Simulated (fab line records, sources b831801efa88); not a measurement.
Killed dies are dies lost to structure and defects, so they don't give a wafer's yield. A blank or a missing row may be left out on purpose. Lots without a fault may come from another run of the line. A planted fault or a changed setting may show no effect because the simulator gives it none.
A struck lot beside a sound one | flow sky130 | 18 steps out of a route of 708
Sound: wafers L442.1, L442.2, L442.6. Struck: wafers L441.1, L441.3, L441.6. The cause comes at the end.
At each step with rows: each side's tool, then ch and its chambers, then its first start. Under that, the readings that differ: sound wafers | struck wafers | difference of the means | sigmas: that difference in standard deviations of wafers without a fault.
alike: readings whose means differ by less than 2 such deviations, and words and numbers that are the same on both sides. not compared: withheld readings, readings that some wafer has no value for, bounds like >300 that may hide the same value, and numbers for which the record gives no deviation and whose values overlap.
The two part at a step that has a row with sigmas, a row that says differs or no value, or rows on one side only. Numbers that don't overlap but have no deviation are shown without sigmas and don't part them. A reading that every wafer of one side lacks parts them only if that side has two wafers or more.

first, 2 steps without rows for these wafers: SKY_GATE_OXIDE_CLEAN_00 (cleans in SC1/SC2, time 150 s); SKY_GATE_OXIDE_OXIDATION_01 (stabilise 600 s, purge 300 s, target thk 10.268 nm).
SKY_GATE_OXIDE_THK_MEAS_02:
  sound on film_metro-02, day 18 12:58; struck on film_metro-04, day 18 06:24
  alike: GATE_OXIDE_OXIDATION_00_THK
then, 7 steps without rows for these wafers: SKY_GATE_OXIDE_DEHYDRATE_03 (time 60 s); SKY_GATE_OXIDE_HMDS_04 (prime time 60 s); SKY_GATE_OXIDE_COAT_05 (resist thk 1140 nm); SKY_GATE_OXIDE_SOFTBAKE_06 (time 60 s); SKY_GATE_OXIDE_EXPOSE_07 (exposes mask LVOM, target cd 600 nm); SKY_GATE_OXIDE_PEB_08; SKY_GATE_OXIDE_DEVELOP_09 (develop time 60 s).
SKY_GATE_OXIDE_OVL_MEAS_10:
  sound on overlay-02, day 19 19:57; struck on overlay-02, day 19 12:02
  alike: GATE_OXIDE_OVL
then, 1 step without rows for these wafers: SKY_GATE_OXIDE_IMPLANT_11.
SKY_GATE_OXIDE_WET_ETCH_12: etches SiO2 in dHF, target depth 16.8 nm, time 336 s.
  sound on wet_bench-02 ch 3, day 19 20:08; struck on wet_bench-03 ch 2, day 19 12:13
  no value came back on the struck wafers for bath_heat_duty_pct (%), run_length_s (s); on the sound wafers bath_heat_duty_pct (%) reads 5.7 6.7 6.3
  reading                                    | sound             | struck            | difference | sigmas
  model.SiO2_of_FIELD_ISO_CVD_24.thk_nm (nm) | 363.6 362.1 363.3 | 381.3 381.9 382.3 | +18.8      |
SKY_GATE_OXIDE_STRIP_13: strips in O2/N2.
  sound on plasma_asher-01 ch 0,1, day 19 20:14; struck on plasma_asher-02 ch 1, day 19 12:20
  reading                     | sound       | struck      | difference | sigmas
  drypump_motor_current_A (A) | 6.1 5.4 5.4 | 6.5 6.5 6.5 | +0.9       | +2
  alike: oes_product_au, strip_time_to_endpoint_s
  not compared: rf_hours_counter_h
SKY_GATE_OXIDE_TW_MEAS_14:
  sound on film_metro-03, day 19 20:20; struck on film_metro-03, day 19 12:26
  alike: GATE_OXIDE_TW
SKY_GATE_OXIDE_CLEAN_15: cleans in SC1/SC2, time 150 s.
  sound on wet_bench-04 ch 1, day 19 20:24; struck on wet_bench-02 ch 3, day 19 12:30
  reading                                    | sound           | struck            | difference | sigmas
  model.SiO2_of_FIELD_ISO_CVD_24.thk_nm (nm) | 363 361.4 362.7 | 380.7 381.3 381.6 | +18.8      |
  alike: bath_heat_duty_pct
then, 1 step without rows for these wafers: SKY_GATE_OXIDE_OXIDATION_16 (stabilise 600 s, purge 300 s, target thk 3.57 nm).
-- the record jumps here: 30 days lie between the struck wafers' starts before and after (it left off in module GATE_OXIDE and takes up again in module PAD_OPEN, whose first step shown is number 708 of the route) --
SKY_PAD_OPEN_PROBE_99:
  the record has rows for the struck wafers here (prober-02, day 49 14:29) and none for the sound ones

WHERE THEY PART
First at SKY_GATE_OXIDE_WET_ETCH_12; last, within this record, at SKY_PAD_OPEN_PROBE_99.

WHY: what the simulator had put in
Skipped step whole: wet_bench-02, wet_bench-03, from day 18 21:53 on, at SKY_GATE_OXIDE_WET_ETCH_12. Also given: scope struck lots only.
